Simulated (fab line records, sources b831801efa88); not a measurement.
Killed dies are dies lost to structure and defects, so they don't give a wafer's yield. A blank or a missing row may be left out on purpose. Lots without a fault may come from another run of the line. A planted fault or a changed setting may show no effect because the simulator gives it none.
A struck lot beside a sound one | flow sky130 | 15 steps out of a route of 708
Sound: wafers L536.1, L536.3, L536.5. Struck: wafers L532.3, L532.5. (L532.2 of the same lot was not struck and is left out.) The cause comes at the end.
At each step with rows: each side's tool, then ch and its chambers, then its first start. Under that, the readings that differ: sound wafers | struck wafers | difference of the means | sigmas: that difference in standard deviations of wafers without a fault.
alike: readings whose means differ by less than 2 such deviations, and words and numbers that are the same on both sides. not compared: withheld readings, readings that some wafer has no value for, bounds like >300 that may hide the same value, and numbers for which the record gives no deviation and whose values overlap.
The two part at a step that has a row with sigmas, a row that says differs or no value, or rows on one side only. Numbers that don't overlap but have no deviation are shown without sigmas and don't part them. A reading that every wafer of one side lacks parts them only if that side has two wafers or more.

first, 6 steps without rows for these wafers: SKY_METAL4_COAT_07 (resist thk 60 nm); SKY_METAL4_COAT_08 (resist thk 1140 nm); SKY_METAL4_SOFTBAKE_09 (time 90 s); SKY_METAL4_EXPOSE_10 (exposes mask MM4, target cd 300 nm); SKY_METAL4_PEB_11; SKY_METAL4_DEVELOP_12 (develop time 60 s).
SKY_METAL4_CD_MEAS_13: target cd 300 nm.
  sound on cd_sem-02, day 45 02:23; struck on cd_sem-02, day 43 19:43
  alike: cd_nm
SKY_METAL4_OVL_MEAS_14:
  sound on overlay-02, day 45 02:31; struck on overlay-01, day 43 19:49
  alike: METAL4_OVL
SKY_METAL4_DESCUM_15: chemistry O2, time 8 s.
  sound on rie_metal-03 ch 0,1, day 45 02:33; struck on rie_metal-03 ch 1, day 43 19:51
  alike: drypump_motor_current_A, oes_product_au
  not compared: rf_hours_counter_h
SKY_METAL4_ETCH_16: etches BARC in N2/H2, stops on SiO2, time 88.2 s, target depth 60 nm.
  sound on rie_metal-03 ch 0,1, day 45 02:35; struck on rie_metal-03 ch 1, day 43 19:53
  alike: drypump_motor_current_A, oes_product_au, throttle_valve_pct
  not compared: rf_hours_counter_h
SKY_METAL4_ETCH_17: etches SiO2 in C4F8/O2/Ar, stops on TiN, time 3.9 s, target depth 15 nm.
  sound on rie_diel-01 ch 1,3, day 45 02:41; struck on rie_diel-02 ch 1,3, day 43 19:59
  alike: oes_product_au
  not compared: rf_hours_counter_h
SKY_METAL4_METAL_ETCH_18: etches the open film in Cl2/BCl3, stops on SiO2, target depth 845 nm, time 183.1 s.
  sound on rie_metal-01 ch 0,1, day 45 02:42; struck on rie_metal-01 ch 0,1, day 43 20:00
  alike: drypump_motor_current_A, oes_product_au, throttle_valve_pct
  not compared: rf_hours_counter_h
SKY_METAL4_STRIP_19: strips in O2/N2.
  sound on plasma_asher-01 ch 0,1, day 45 02:53; struck on plasma_asher-03 ch 0, day 43 20:10
  reading                     | sound          | struck    | difference | sigmas
  drypump_motor_current_A (A) | 6.00 5.60 5.60 | 6.44 6.42 | +0.70      | +3
  overash_fraction            | 0.5 0.5 0.5    | 0.7 0.7   | +0.2       |
  alike: oes_product_au, strip_time_to_endpoint_s
  not compared: rf_hours_counter_h
then, 1 step without rows for these wafers: SKY_METAL4_STRIP_20 (strips in post etch residue remover, time 1200 s).
-- the record jumps here: 4 days lie between the struck wafers' starts before and after (it left off in module METAL4 and takes up again in module PAD_OPEN, whose first step shown is number 708 of the route) --
SKY_PAD_OPEN_PROBE_99:
  sound on prober-02, day 48 16:03; struck on prober-02, day 47 13:19
  alike: defect_limited_yield, killed_at_M0_to_M3, killed_at_M4_up, killed_at_contacts, killed_at_front_end, killed_at_other, killed_dies, killed_open, killed_short, sort_bin_3_pad_short, sort_bin_5_function, sort_bin_6_memory, sort_n_pass, sort_yield_pct

WHERE THEY PART
Only at SKY_METAL4_STRIP_19, within this record. Later steps at which nothing parts them and some readings are alike: SKY_PAD_OPEN_PROBE_99.

WHY: what the simulator had put in
Process parameter drift: plasma_asher-03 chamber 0, from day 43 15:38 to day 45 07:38, at SKY_METAL4_STRIP_19. Setting overash_fraction, moved by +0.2, from 0.5. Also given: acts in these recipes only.
